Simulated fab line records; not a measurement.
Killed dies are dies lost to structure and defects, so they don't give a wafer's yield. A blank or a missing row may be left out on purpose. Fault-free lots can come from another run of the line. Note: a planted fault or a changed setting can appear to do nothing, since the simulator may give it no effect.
Which tool was responsible? + flow gf180mcu + 12 lots, 36 wafers sampled, at 5 steps of a route of 602

WHAT THE GAUGES READ, wafer by wafer
No reading from a measuring or inspecting step in the record can be judged against a usual standard deviation.

WHICH TOOL RAN EACH LOT (tool, then ch and the chambers of the sampled wafers, then the start)
| lot  | GF_HV_LDD_COAT_26                 | GF_HV_LDD_STRIP_37                   | GF_M1_SPUTTER_01             | GF_V1_CMP_04                  | GF_M2_SPUTTER_04             |
|------|-----------------------------------|--------------------------------------|------------------------------|-------------------------------|------------------------------|
| L673 | litho track-01 ch 0, day 10 23:04 | plasma asher-03 ch 0,1, day 11 09:14 | pvd sputter-02, day 15 23:31 | cmp-01 ch 0,2,3, day 16 22:52 | pvd sputter-03, day 17 23:20 |
| L674 | litho track-01 ch 0, day 11 11:02 | plasma asher-02 ch 0,1, day 11 21:45 | pvd sputter-04, day 16 14:38 | cmp-01 ch 0,3, day 17 13:43   | pvd sputter-03, day 18 15:01 |
| L675 | litho track-02 ch 0, day 11 16:32 | plasma asher-02 ch 0,1, day 12 02:21 | pvd sputter-02, day 16 18:11 | cmp-01 ch 2,3, day 17 17:58   | pvd sputter-01, day 18 19:38 |
| L677 | litho track-01 ch 0, day 12 11:28 | plasma asher-01 ch 0,1, day 12 22:04 | pvd sputter-04, day 17 18:00 | cmp-01 ch 1,2, day 18 18:38   | pvd sputter-04, day 19 20:44 |
| L679 | litho track-02 ch 0, day 13 03:50 | plasma asher-02 ch 0,1, day 13 14:38 | pvd sputter-03, day 18 10:22 | cmp-02 ch 2,3, day 19 12:09   | pvd sputter-01, day 20 14:18 |
| L684 | litho track-03 ch 0, day 14 15:31 | plasma asher-01 ch 1, day 15 03:16   | pvd sputter-02, day 20 05:25 | cmp-01 ch 2,3, day 21 06:10   | pvd sputter-01, day 22 08:00 |
| L686 | litho track-01 ch 0, day 15 12:23 | plasma asher-03 ch 0,1, day 15 23:55 | pvd sputter-04, day 21 05:12 | cmp-02 ch 0,2,3, day 22 05:29 | pvd sputter-04, day 23 06:06 |
| L687 | litho track-03 ch 0, day 15 19:11 | plasma asher-02 ch 0,1, day 16 06:46 | pvd sputter-03, day 21 11:42 | cmp-01 ch 1,2, day 22 12:05   | pvd sputter-04, day 23 12:52 |
| L689 | litho track-01 ch 0, day 16 02:46 | plasma asher-03 ch 0,1, day 16 14:31 | pvd sputter-03, day 21 18:01 | cmp-02 ch 0,1, day 22 17:51   | pvd sputter-03, day 23 17:51 |
| L691 | litho track-03 ch 0, day 17 07:08 | plasma asher-01 ch 0,1, day 17 19:55 | pvd sputter-04, day 23 01:54 | cmp-02 ch 0,1,2, day 24 01:16 | pvd sputter-04, day 25 01:22 |
| L695 | litho track-02 ch 0, day 18 10:46 | plasma asher-02 ch 0,1, day 19 00:10 | pvd sputter-03, day 24 03:24 | cmp-01 ch 1,3, day 25 02:23   | pvd sputter-01, day 26 01:47 |
| L696 | litho track-03 ch 0, day 19 00:20 | plasma asher-01 ch 0,1, day 19 13:04 | pvd sputter-04, day 24 16:17 | cmp-02 ch 0,1,2, day 25 14:49 | pvd sputter-01, day 26 13:32 |
- GF_HV_LDD_COAT_26: resist thk 1000 nm.
- GF_HV_LDD_STRIP_37: strips in O2/N2.
- GF_M1_SPUTTER_01: material TiN, target thk 30 nm, time 25 s.
- GF_V1_CMP_04: polishes SiO2.
- GF_M2_SPUTTER_04: material TiN, target thk 50 nm, time 41.7 s.

AS READ BY THE TOOLS THEMSELVES (means over the sampled wafers that have a number; for cases with no such wafer, the mark the record gives instead)
GF_HV_LDD_COAT_26.
| lot  | tool           | exhaust pa (Pa) |
|------|----------------|-----------------|
| L673 | litho track-01 | 44.6            |
| L674 | litho track-01 | 44.8            |
| L675 | litho track-02 | 45.5            |
| L677 | litho track-01 | 45.5            |
| L679 | litho track-02 | 43.4            |
| L684 | litho track-03 | 44.3            |
| L686 | litho track-01 | 45.4            |
| L687 | litho track-03 | 45.2            |
| L689 | litho track-01 | 45.2            |
| L691 | litho track-03 | 45.1            |
| L695 | litho track-02 | 45.8            |
| L696 | litho track-03 | 44.8            |

GF_HV_LDD_STRIP_37.
| lot  | tool            | drypump motor current A (A) | heater power w (W) | oes product au (a.u.) | strip time to endpoint s (s) |
|------|-----------------|-----------------------------|--------------------|-----------------------|------------------------------|
| L673 | plasma asher-03 | 6.1                         | 349                | 0.716                 | 12.69                        |
| L674 | plasma asher-02 | 6.2                         | 358                | 0.713                 | 12.63                        |
| L675 | plasma asher-02 | 5.8                         | 332                | 0.716                 | 12.55                        |
| L677 | plasma asher-01 | 6.2                         | 318                | 0.716                 | 12.67                        |
| L679 | plasma asher-02 | 6.2                         | 358                | 0.717                 | 12.64                        |
| L684 | plasma asher-01 | 6.1                         | 329                | 0.719                 | 12.63                        |
| L686 | plasma asher-03 | 5.9                         | 356                | 0.716                 | 12.23                        |
| L687 | plasma asher-02 | 6.2                         | 354                | 0.715                 | 12.60                        |
| L689 | plasma asher-03 | 5.9                         | 357                | 0.718                 | 12.22                        |
| L691 | plasma asher-01 | 6.3                         | 311                | 0.717                 | 12.65                        |
| L695 | plasma asher-02 | 5.8                         | 322                | 0.716                 | 12.62                        |
| L696 | plasma asher-01 | 6.3                         | 310                | 0.711                 | 12.59                        |

GF_M1_SPUTTER_01.
| lot  | tool           | cathode dc power W (W) | throttle valve pct (%) |
|------|----------------|------------------------|------------------------|
| L673 | pvd sputter-02 | 6500.1                 | 30.0                   |
| L674 | pvd sputter-04 | 6500.1                 | 29.8                   |
| L675 | pvd sputter-02 | 6500.0                 | 31.2                   |
| L677 | pvd sputter-04 | 6500.1                 | 29.7                   |
| L679 | pvd sputter-03 | 6500.6                 | 30.4                   |
| L684 | pvd sputter-02 | 6498.9                 | 30.6                   |
| L686 | pvd sputter-04 | 6499.9                 | 29.5                   |
| L687 | pvd sputter-03 | 6499.0                 | 29.8                   |
| L689 | pvd sputter-03 | 6500.4                 | 29.8                   |
| L691 | pvd sputter-04 | 6500.9                 | 29.5                   |
| L695 | pvd sputter-03 | 6501.0                 | 29.9                   |
| L696 | pvd sputter-04 | 6500.3                 | 28.9                   |

GF_V1_CMP_04.
| lot  | tool   | edge zone pressure frac | motor current A (A) | time to endpoint s (s) |
|------|--------|-------------------------|---------------------|------------------------|
| L673 | cmp-01 | 1.003                   | 12.1                | 78                     |
| L674 | cmp-01 | 0.997                   | 11.3                | 75                     |
| L675 | cmp-01 | 1.000                   | 12.1                | 85                     |
| L677 | cmp-01 | 0.999                   | 11.7                | 75                     |
| L679 | cmp-02 | 1.000                   | 11.5                | 85                     |
| L684 | cmp-01 | 0.997                   | 11.7                | 76                     |
| L686 | cmp-02 | 1.001                   | 12.1                | 79                     |
| L687 | cmp-01 | 1.001                   | 11.0                | 76                     |
| L689 | cmp-02 | 1.004                   | 13.3                | 85                     |
| L691 | cmp-02 | 1.001                   | 12.1                | 83                     |
| L695 | cmp-01 | 0.999                   | 10.3                | 78                     |
| L696 | cmp-02 | 0.997                   | 12.7                | 82                     |

GF_M2_SPUTTER_04.
| lot  | tool           | cathode dc power W (W) | throttle valve pct (%) |
|------|----------------|------------------------|------------------------|
| L673 | pvd sputter-03 | 6500.9                 | 30.4                   |
| L674 | pvd sputter-03 | 6500.9                 | 30.5                   |
| L675 | pvd sputter-01 | 6501.0                 | 29.4                   |
| L677 | pvd sputter-04 | 6498.9                 | 29.2                   |
| L679 | pvd sputter-01 | 6500.7                 | 30.3                   |
| L684 | pvd sputter-01 | 6500.3                 | 30.0                   |
| L686 | pvd sputter-04 | 6499.5                 | 30.5                   |
| L687 | pvd sputter-04 | 6499.2                 | 28.8                   |
| L689 | pvd sputter-03 | 6499.9                 | 30.1                   |
| L691 | pvd sputter-04 | 6499.5                 | 29.1                   |
| L695 | pvd sputter-01 | 6499.3                 | 30.0                   |
| L696 | pvd sputter-01 | 6500.5                 | 29.7                   |

THE ANSWER, worked out from the rows above alone
Rule: the lots themselves supply what counts as usual. Put in order of their means at a reading, lots are off if they are a third of the lots or fewer, leave a main group of 4 or more, and stand apart from it by a gap of 3 or more times the standard deviation of the main group's means; of several such gaps the widest counts. The tables above print the reading to a certain number of digits; a main group whose means all agree to those digits is not used. Also off: a lot with no number at a reading for which 4 or more lots have one. Any other lot the step has rows for is counted as sound. After the gauges, taken in route order, come the tools' own readings; for these a lot's mean is taken, as printed above. At the first step where some lot is off, the reading lying furthest off is the one used; lots without a number count as furthest.
Off: L686, L689 (GF_HV_LDD_STRIP_37, strip time to endpoint s). Mean 12.63 s and standard deviation 0.038 in the main group.
A tool fits if, at that step or a process step before it, it ran every lot that is off, and no sound lot after the first of them. 2 tools fit, litho track-01 at GF_HV_LDD_COAT_26 and plasma asher-03 at GF_HV_LDD_STRIP_37, so this cannot tell which one it is.

WHAT THE SIMULATOR PUT IN
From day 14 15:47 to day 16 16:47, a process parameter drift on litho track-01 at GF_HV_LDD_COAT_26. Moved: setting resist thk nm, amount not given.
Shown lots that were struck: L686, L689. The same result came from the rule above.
